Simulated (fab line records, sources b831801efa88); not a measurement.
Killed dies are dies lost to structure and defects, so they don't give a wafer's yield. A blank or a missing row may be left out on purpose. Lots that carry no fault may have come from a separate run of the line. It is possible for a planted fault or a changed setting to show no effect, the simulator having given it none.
The tool behind it: which one?	flow sky130	14 lots with 42 wafers sampled at 3 steps, on a route of 708 steps

WHAT THE GAUGES SHOWED, per wafer
SKY_VT_ADJUST_HVTR_OVL_MEAS_08. Usual: VT_ADJUST_HVTR_OVL -1.4 nm, standard deviation 1.6.
lot	measured	on	VT_ADJUST_HVTR_OVL (nm)	flag
L798	day 9 06:48	overlay-02	-2.2 -0.9 -0.6	
L799	day 9 22:21	overlay-02	-0.5 -0.8 0.0	
L800	day 10 00:14	overlay-01	-1.9 -1.7 -0.1	
L801	day 10 10:12	overlay-01	-0.8 0.2 -1.2	
L804	day 11 08:32	overlay-01	0.6 0.7 0.9	
L805	day 11 14:44	overlay-01	-0.3 0.3 0.4	
L806	day 11 22:57	overlay-02	-1.9 -2.1 -1.7	
L814	day 14 13:11	overlay-02	-0.3 -1.8 -3.6	
L815	day 14 19:11	overlay-01	0.5 -0.3 0.6	
L816	day 14 19:29	overlay-02	-3.9 -2.5 -3.7	
L817	day 15 07:30	overlay-02	-0.1 -1.5 0.2	
L818	day 15 10:38	overlay-02	-3.2 -4.1 -2.5	
L819	day 15 20:11	overlay-01	1.0 1.1 0.2	
L820	day 16 09:17	overlay-02	-1.1 -2.3 -1.9	

SKY_SONOS_TUNNEL_CD_MEAS_07: target cd 410 nm. Usual: 409.3 nm for cdNm, sd 2.7.
lot	measured	on	cdNm (nm)	flag
L798	day 11 04:40	cdSem-02	412.8 413.7 413.7	
L799	day 11 21:05	cdSem-01	406.8 407.5 407.1	
L800	day 11 23:13	cdSem-02	402.0 403.2 402.9	
L801	day 12 09:01	cdSem-01	413.0 412.8 410.8	
L804	day 13 09:53	cdSem-02	405.5 406.1 405.3	
L805	day 13 16:34	cdSem-02	411.0 409.7 407.8	
L806	day 14 01:07	cdSem-01	407.7 407.5 408.6	
L814	day 16 20:16	cdSem-01	409.7 409.7 410.6	
L815	day 17 03:58	cdSem-02	412.4 410.6 411.1	
L816	day 17 04:08	cdSem-01	409.8 408.3 408.9	
L817	day 17 18:08	cdSem-02	412.2 409.6 410.7	
L818	day 17 20:32	cdSem-02	408.8 410.2 410.8	
L819	day 18 06:57	cdSem-01	411.4 410.6 410.6	
L820	day 18 20:41	cdSem-01	408.2 408.1 408.8	

SKY_SONOS_TUNNEL_OVL_MEAS_08. Usual: SONOS_TUNNEL_OVL 1.1 nm, standard deviation 1.7.
lot	measured	on	SONOS_TUNNEL_OVL (nm)	flag
L798	day 11 04:46	overlay-02	-1.5 -1.5 0.5	
L799	day 11 21:10	overlay-01	1.1 3.0 1.9	
L800	day 11 23:20	overlay-01	1.9 1.2 1.1	
L801	day 12 09:07	overlay-01	1.7 0.5 2.5	
L804	day 13 09:59	overlay-01	3.4 3.0 4.7	
L805	day 13 16:41	overlay-02	-2.1 -1.4 0.3	
L806	day 14 01:14	overlay-02	-2.2 -0.5 -1.6	
L814	day 16 20:23	overlay-01	4.3 3.8 2.0	
L815	day 17 04:05	overlay-02	-4.1 -1.7 -0.5	
L816	day 17 04:15	overlay-01	0.2 0.5 1.1	
L817	day 17 18:15	overlay-02	2.1 4.0 0.5	
L818	day 17 20:39	overlay-01	1.4 4.8 3.0	
L819	day 18 07:03	overlay-01	1.0 -0.4 2.3	
L820	day 18 20:47	overlay-01	2.7 2.0 1.1	

WHAT TOOL EACH LOT RAN ON (gives the tool, then ch and the chambers of the sampled wafers, and finally the start)
No process step before these readings appears in the record.

WHAT THE TOOLS THEMSELVES READ (means of the sampled wafers that have a number; where no wafer has one, the mark that the record gives instead)
The record holds no such reading with a usual standard deviation.

THE ANSWER, worked out from the rows above alone
Rule: a lot is off if the mean of its wafers that have a number lies more than 3 standard deviations from the usual mean. A lot without any number at a reading at which 4 lots or more have one is off too. Any other lot the step has rows for is counted as sound. Order of review: gauges by route order, followed by the tools' own readings, for which a lot's mean as printed above is used. The first step at which some lot is off is used, and at that step the reading that is off furthest; a lot without a number counts as furthest.
None of the lots is off at any reading shown; this tells nothing.

WHAT THE SIMULATOR HAD PUT IN
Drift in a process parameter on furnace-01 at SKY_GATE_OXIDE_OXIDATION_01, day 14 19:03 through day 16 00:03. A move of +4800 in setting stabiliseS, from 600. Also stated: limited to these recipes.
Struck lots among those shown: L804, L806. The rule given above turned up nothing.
